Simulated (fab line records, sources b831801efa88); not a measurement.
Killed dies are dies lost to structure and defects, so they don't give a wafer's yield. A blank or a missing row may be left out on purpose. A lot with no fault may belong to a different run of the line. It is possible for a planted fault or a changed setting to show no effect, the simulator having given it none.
Struck lot and sound lot, side by side || flow sky130 || 17 out of 708 route steps
Sound: wafers L691.2, L691.3, L691.6. Struck: wafer L709.1 (left out: L709.3, a lot-mate that was not struck); the cause follows at the end.
Per side, at each step with rows, come the tool, then ch with its chambers, and then its first start. Under that, the readings that differ: sound wafers || struck wafers || difference of the means || sigmas: that difference in standard deviations of wafers without a fault.
alike: same words and numbers on both sides, and readings whose means sit less than 2 such deviations apart. not compared: any withheld reading, any reading some wafer has no value for, any bound like >300 that may hide the same value, and any number with overlapping values for which the record gives no deviation.
A row with sigmas, a row that says differs or no value, or rows on one side alone: a step with any of these is where the two part. Non-overlapping numbers with no deviation appear without sigmas and do not part them. A reading that every wafer of one side lacks parts them only if that side has two wafers or more.

first, 3 steps without rows for these wafers: SKY_LI_CONTACT_EXPOSE_09 (exposes mask LICM1, target cd 170 nm); SKY_LI_CONTACT_PEB_10; SKY_LI_CONTACT_DEVELOP_11 (develop time 60 s).
SKY_LI_CONTACT_CD_MEAS_12 targets a cd of 170 nm.
  sound: cdSem-01 at day 28 17:29; struck: cdSem-02 at day 35 07:46
{"reading": "cdNm (nm)", "sound": "172.7 171.9 171.7", "struck": 169.7, "difference": -2.4, "sigmas": -2}
SKY_LI_CONTACT_OVL_MEAS_13:
  sound: overlay-02 at day 28 17:35; struck: overlay-02 at day 35 07:53
{"reading": "LI_CONTACT_OVL (nm)", "sound": "-14 -8 -11", "struck": -2, "difference": "+9", "sigmas": "+2"}
then, 1 step without rows for these wafers: SKY_LI_CONTACT_ETCH_14 (etches BARC in N2/H2, stops on SiO2, time 45.9 s, target depth 60 nm).
SKY_LI_CONTACT_ETCH_15: etches PSG in C4F8/O2/Ar, stops on Si, target depth 600 nm.
  sound on rieDiel-04 ch 0,3, day 28 17:39; struck on rieDiel-04 ch 0, day 35 07:58
  alike: chamberPressureMTorr, oesProductAu
SKY_LI_CONTACT_STRIP_16: strips in O2/N2.
  sound on plasmaAsher-04 ch 0,1, day 28 17:44; struck on plasmaAsher-02 ch 1, day 35 08:02
{"reading": "drypumpMotorCurrentA (A)", "sound": "6.2 6.2 5.8", "struck": 5.1, "difference": -1.0, "sigmas": -3}
  alike: chamberPressureMTorr, oesProductAu, stripTimeToEndpointS
  not compared: rfHoursCounterH
then, 2 steps without rows for these wafers: SKY_LI_CONTACT_CLEAN_17 (cleans in NMP, time 600 s); SKY_LI_CONTACT_PRE_CLEAN_18 (time 5.6 s).
SKY_LI_CONTACT_SPUTTER_19: material Ti, target thk 20 nm, time 106.37 s.
  sound: pvdSputter-03 at day 28 18:03; struck: pvdSputter-01 at day 35 08:20
  alike: throttleValvePct
SKY_LI_CONTACT_SPUTTER_20: material TiN, target thk 20 nm, time 80 s.
  sound: pvdSputter-03 at day 28 18:08; struck: pvdSputter-01 at day 35 08:25
  alike: throttleValvePct
SKY_LI_CONTACT_CVD_21: deposits W, target thk 400 nm, time 120.56 s.
  sound on cvdW-01 ch 0,1, day 28 18:11; struck on cvdW-01 ch 0, day 35 08:28
{"reading": "model.W_of_LI_CONTACT_CVD_21.thkNm (nm)", "sound": "402.7 405.3 404.3", "struck": 160.8, "difference": -243.3, "sigmas": ""}
  alike: heaterPowerOuterW, heaterPowerW
SKY_LI_CONTACT_RS_MEAS_22: uses a four-point probe to measure.
  sound: filmMetro-01 at day 28 18:20; struck: filmMetro-04 at day 35 08:53
{"reading": "LI_CONTACT_W_RS (ohm/sq)", "sound": "0.282 0.281 0.282", "struck": 0.712, "difference": "+0.430", "sigmas": "+99 or more"}
  not compared: hold
SKY_LI_CONTACT_THK_MEAS_23: measures by xrf.
  sound: filmMetro-01 at day 28 18:26; struck: filmMetro-04 at day 35 16:20
{"reading": "LI_CONTACT_W_THK (nm)", "sound": "408 410 410", "struck": 163, "difference": -246, "sigmas": -40}
  not compared: hold
SKY_LI_CONTACT_CMP_24: polishes, stops on PSG, t overpolish 20 s, target thk 0 nm.
  sound on cmp-01 ch 2,3, day 28 18:29; struck on cmp-01 ch 3, day 35 21:38
{"reading": "hold", "sound": "- - -", "struck": "awaitDispo/5.2h/release", "difference": "no value on the sound wafers", "sigmas": ""}
{"reading": "timeToEndpointS (s)", "sound": "100.7 99.5 100.3", "struck": 36.1, "difference": -64.1, "sigmas": -22}
  alike: motorCurrentA
SKY_LOCAL_INTERCONNECT_SPUTTER_00: material TiN, target thk 100 nm, time 83.3 s.
  sound: pvdSputter-02 at day 28 18:47; struck: pvdSputter-03 at day 35 21:56
  alike: throttleValvePct

WHERE THEY PART
At SKY_LI_CONTACT_CD_MEAS_12 first; at SKY_LI_CONTACT_CMP_24 last (within this record only). Later steps at which nothing parts them and some readings are alike: SKY_LOCAL_INTERCONNECT_SPUTTER_00.

WHY: what the simulator had put in
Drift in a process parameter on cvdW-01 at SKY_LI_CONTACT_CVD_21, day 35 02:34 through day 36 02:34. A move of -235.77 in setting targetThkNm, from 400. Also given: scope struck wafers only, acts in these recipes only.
